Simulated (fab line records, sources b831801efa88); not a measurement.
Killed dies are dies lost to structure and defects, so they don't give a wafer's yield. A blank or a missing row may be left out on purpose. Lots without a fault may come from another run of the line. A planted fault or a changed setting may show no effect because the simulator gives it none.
Chamber matching | flow sky130 | SKY_METAL3_ETCH_17 on rie_diel-02: 4 sister chambers
The step etches SiO2 in C4F8/O2/Ar, stops on TiN, time 3.9 s, target depth 15 nm. 8 wafers are shown with their chamber, then 8 later ones without.

WAFERS WITH THEIR CHAMBER
wafer  | chamber | oes_product_au (a.u.)
L080.6 | 3       | 0.750
L084.1 | 2       | 0.756
L084.2 | 0       | 0.756
L084.6 | 1       | 0.761
L087.1 | 0       | 0.766
L087.2 | 2       | 0.757
L087.3 | 3       | 0.759
L093.1 | 1       | 0.752

WAFERS WITHOUT THEIR CHAMBER
wafer  | oes_product_au (a.u.)
L093.2 | 0.750
L093.3 | 0.748
L093.4 | 0.756
L093.5 | 0.763
L093.6 | 0.760
L095.1 | 0.761
L095.5 | 0.766
L095.6 | 0.775

WHICH CHAMBER EACH WENT THROUGH
wafer  | from the rows above               | in truth
L093.2 | can't be placed: 3 or 1 or 2 or 0 | 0
L093.3 | can't be placed: 3 or 1 or 2 or 0 | 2
L093.4 | can't be placed: 1 or 2 or 3 or 0 | 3
L093.5 | can't be placed: 0 or 1 or 2 or 3 | 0
L093.6 | can't be placed: 0 or 1 or 2 or 3 | 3
L095.1 | can't be placed: 0 or 1 or 2 or 3 | 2
L095.5 | can't be placed: 0 or 1 or 2 or 3 | 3
L095.6 | can't be placed: 0 or 1 or 2 or 3 | 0
Placed correctly: 0 of 8. Can't be placed from these rows: 8 (the true chamber is among the candidates in 8). Placed wrongly: 0.
How it was worked out, from the rows above alone: a wafer's distance from a chamber is the root of the sum, over the readings, of the square of ((its reading less the chamber's mean) divided by the reading's scatter). The wafer belongs to the nearest chamber; if the next one is less than 2 further off, it can't be placed. A chamber's mean is the mean of its shown wafers. The scatter: the root of (the sum of the squares of (reading less its chamber's mean) over the shown wafers, divided by (wafers less chambers)).
